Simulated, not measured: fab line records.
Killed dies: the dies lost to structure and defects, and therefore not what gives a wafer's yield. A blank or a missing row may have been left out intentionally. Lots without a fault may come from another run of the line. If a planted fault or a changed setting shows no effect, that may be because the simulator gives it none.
2 desks looking at one fault | flow gf180mcu | each desk has only its own numbers; what lay behind them comes last

AT THE TOOL OWNER'S DESK: rie metal-04
The tool's own readings at GF_M5_METAL_ETCH_10 (etches the open film in Cl2/BCl3, stops on SiO2, target depth 750.8 nm, time 125.1 s): means of the sampled wafers that have a number, for each lot that ran on this tool. A lot is out of limits, marked OUT, if its mean lies more than 4 standard deviations from the usual mean; the brackets give that distance.
Columns: A = drypump motor current A at GF_M5_METAL_ETCH_10, usual 5.81 A; B = oes product au at GF_M5_METAL_ETCH_10, usual 0.990 a.u.; C = rf fwd power W at GF_M5_METAL_ETCH_10, usual 795 W; D = throttle valve pct at GF_M5_METAL_ETCH_10, usual 28.230 %
lot  | first seen here | A    | B                | C   | D
L155 | day 27 03:53    | 5.74 | 0.992            | 797 | 28.230
L156 | day 27 23:22    | 5.80 | 0.988            | 791 | 28.232
L158 | day 28 10:40    | 5.79 | 0.928 (-8.9) OUT | 794 | 28.299 (+7.2) OUT
L160 | day 29 06:50    | 5.78 | 0.922 (-9.9) OUT | 791 | 28.309 (+8.2) OUT
L173 | day 32 02:47    | 5.70 | 0.991            | 797 | 28.230
L175 | day 32 16:31    | 5.71 | 0.992            | 796 | 28.226
This desk's verdict: out of limits on L158, L160, starting with L158 at day 28 10:40 (oes product au at GF_M5_METAL_ETCH_10). In limits: L155, L156, L173, L175.

FROM THE METROLOGY DESK
Means of the sampled wafers that have a number, per lot and without regard to the tool the lot ran on: this is what the gauges read. A lot is out of limits, marked OUT, if its mean lies more than 4 standard deviations from the usual mean; the brackets give that distance.
Columns: A = cd nm at GF_M5_CD_MEAS_07, usual 279.8 nm
lot  | first seen here | A
L152 | day 25 17:10    | 279.5
L155 | day 27 03:43    | 278.6
L156 | day 27 23:11    | 280.0
L158 | day 28 10:29    | 277.9
L159 | day 28 12:21    | 279.2
L160 | day 29 06:39    | 278.2
L167 | day 31 04:03    | 279.3
L169 | day 31 10:39    | 279.4
L170 | day 31 17:38    | 278.9
L171 | day 31 20:08    | 280.0
L172 | day 32 00:02    | 279.5
L173 | day 32 02:36    | 280.9
L174 | day 32 08:58    | 281.4
L175 | day 32 16:20    | 278.7
Finding of this desk: none of the 14 lots has anything out of limits.

PUT TOGETHER
The tool owner's desk had the chance to raise an alarm at day 28 10:40 on L158, L160.
The metrology desk saw nothing out of limits.
The metrology desk has L158, L160 on record, within its limits.
Every lot named ran GF_M5_METAL_ETCH_10 on rie metal-04.

WHAT THE SIMULATOR HAD PUT IN
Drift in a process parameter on rie metal-04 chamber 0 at GF_M5_METAL_ETCH_10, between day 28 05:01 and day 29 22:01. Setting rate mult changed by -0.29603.
Lots struck among those shown: L158, L160.
Delay in hours, fault start to first out-of-limits reading, by desk: the tool owner's desk at 6.
